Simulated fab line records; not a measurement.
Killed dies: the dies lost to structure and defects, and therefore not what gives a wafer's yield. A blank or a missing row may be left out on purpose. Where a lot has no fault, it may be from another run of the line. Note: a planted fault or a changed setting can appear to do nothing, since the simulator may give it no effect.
Chamber matching -- flow sky130 -- 4 sister chambers for SKY_LI_CONTACT_CMP_24 on cmp-02
The step polishes, stops on PSG, t overpolish 20 s, target thk 0 nm. 4 wafers are shown with their chamber, then 10 later ones without.

## EACH WAFER AND ITS CHAMBER
wafer,chamber,motorCurrentA (A)
L175.1,1,11.2
L175.2,3,10.8
L177.2,2,11.0
L177.4,0,9.0

## WAFERS MISSING THEIR CHAMBER
wafer,motorCurrentA (A)
L177.6,11.9
L178.1,11.3
L178.4,11.6
L178.6,10.7
L179.1,11.0
L179.4,8.8
L179.5,11.4
L184.3,11.2
L184.4,9.5
L184.5,10.9

## CHAMBER TAKEN BY EACH
wafer,from the rows above,in truth
L177.6,can't be placed: 1 or 2 or 3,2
L178.1,can't be placed: 1 or 2 or 3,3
L178.4,can't be placed: 1 or 2 or 3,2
L178.6,can't be placed: 3 or 2 or 1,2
L179.1,can't be placed: 2 or 1 or 3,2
L179.4,0,0
L179.5,can't be placed: 1 or 2 or 3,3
L184.3,can't be placed: 1 or 2 or 3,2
L184.4,0,0
L184.5,can't be placed: 2 or 3 or 1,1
2 of 10 placed correctly. From these rows, 8 cannot be placed; in 8 the true chamber is one of the candidates. Number placed wrongly: 0.
How it was worked out, from the rows above alone: a wafer's distance from a chamber is the root of the sum, over the readings, of the square of ((its reading less the chamber's mean) divided by the reading's scatter). The wafer belongs to the nearest chamber; if the next one is less than 2 further off, it can't be placed. For every chamber, the mean is computed from those of its wafers that are shown. The scatter: root of mean squared gap, hidden wafer to nearest shown wafer, with one shown wafer a chamber.
